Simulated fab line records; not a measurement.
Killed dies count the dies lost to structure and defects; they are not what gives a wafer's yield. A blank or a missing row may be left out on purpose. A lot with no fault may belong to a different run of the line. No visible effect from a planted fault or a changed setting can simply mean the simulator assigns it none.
8D (eight disciplines) problem report, filled in by code    flow gf180mcu    the parts of the form that need people (team, actions taken, sign-off) are left out

== 1. THE ISSUE ==
Across 6 wafers from 3 lots, CONTACT_W_RS at GF_CONTACT_RS_MEAS_25 averages 0.303 ohm/sq, while fault-free wafers read 0.384 ohm/sq with a standard deviation of 0.0054. Relative to the usual mean, that is a shift of -15 standard deviations.
The step: measures by four-point-probe.
Earliest sighting: wafer L540.1 on film metro-04 at day 19 18:44. The record holds 21 wafers of 7 lots with a number at this step. By rule, "out" or "out of limits" means more than 4 standard deviations away from the usual mean. The rest of the wafers with a number are treated as sound.

== 2. WHAT IT IS, WHAT IT ISN'T ==
question                     is                                              is not
which readings at this step  CONTACT_W_RS                                    -
which lots                   L540, L543, L544                                L534, L537, L541, L542
which wafers of those lots   L540.1, L540.2, L543.2, L543.6, L544.1, L544.2  L540.3, L543.3, L544.3
read on which gauges         film metro-03, film metro-04                    film metro-01
when                         from day 19 18:44                               up to then (7 sound wafers); but 8 sound wafers of L541, L542, L543, L544 came after

== 3. WHAT RULES OUT EACH SUSPECT ==
Counting: any tool at a process step up to the reading remains a suspect provided it ran every lot that is out. Sound lots after the first of them don't rule it out here, since some wafers of a struck lot are sound.
- ruled out: the gauge at GF_CONTACT_RS_MEAS_25. The wafers that are out were read on 2 gauges (film metro-03, film metro-04).
- cvd w-01 at GF_CONTACT_CVD_24 (deposits W, target thk 300 nm, time 90.339 s): kept. It processed each lot that is out (first: L540, day 19 18:37); up to then, its last sound lot is L537 (day 18 06:01).
After counting, what remains is cvd w-01 at GF_CONTACT_CVD_24.

== 4. THE CAUSE (what the simulator had put in) ==
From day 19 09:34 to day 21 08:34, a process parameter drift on cvd w-01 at GF_CONTACT_CVD_24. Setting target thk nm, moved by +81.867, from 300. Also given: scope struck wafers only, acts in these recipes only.
The count eliminated every tool but this one.

== 5. SEQUENCE OF EFFECTS, ordered by route ==
One row per reading whose mean, taken over the struck wafers that have a number, lies over 3 standard deviations from the usual. Only readings whose record carries a usual standard deviation are examined. hours: median over the lots of the time between each lot's start at the first step of this table that gives one and its start at this step. sigmas: the change, counted in usual standard deviations.
hours  step                    reading             usual         on struck wafers  change  sigmas
0      GF_CONTACT_RS_MEAS_25   CONTACT_W_RS        0.384 ohm/sq  0.303             -0.081  -15
0      GF_CONTACT_THK_MEAS_26  CONTACT_W_THK       295 nm        371               +76     +15
0      GF_CONTACT_CMP_27       time to endpoint s  72 s          91                +19     +6.2
Process steps it contains:
- GF_CONTACT_CMP_27: polishes, stops on SiO2, t overpolish 15 s, target thk 0 nm.

== 6. HOW IT WOULD HAVE BEEN CAUGHT EARLIER ==
Counted from the fault's start at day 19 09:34, it took 9 hours until the first out-of-limits reading at a measuring or inspecting step in this record, taken at day 19 18:44.
Tool readings at GF_CONTACT_CVD_24 with a usual standard deviation given in the record: none out on any struck wafer, hence no alarm at a limit of 4 standard deviations on them.
Lots out: 3; of these, L543, L544 started GF_CONTACT_CVD_24 on cvd w-01 after day 19 18:44. A hold on the tool at that time would have spared those 2.
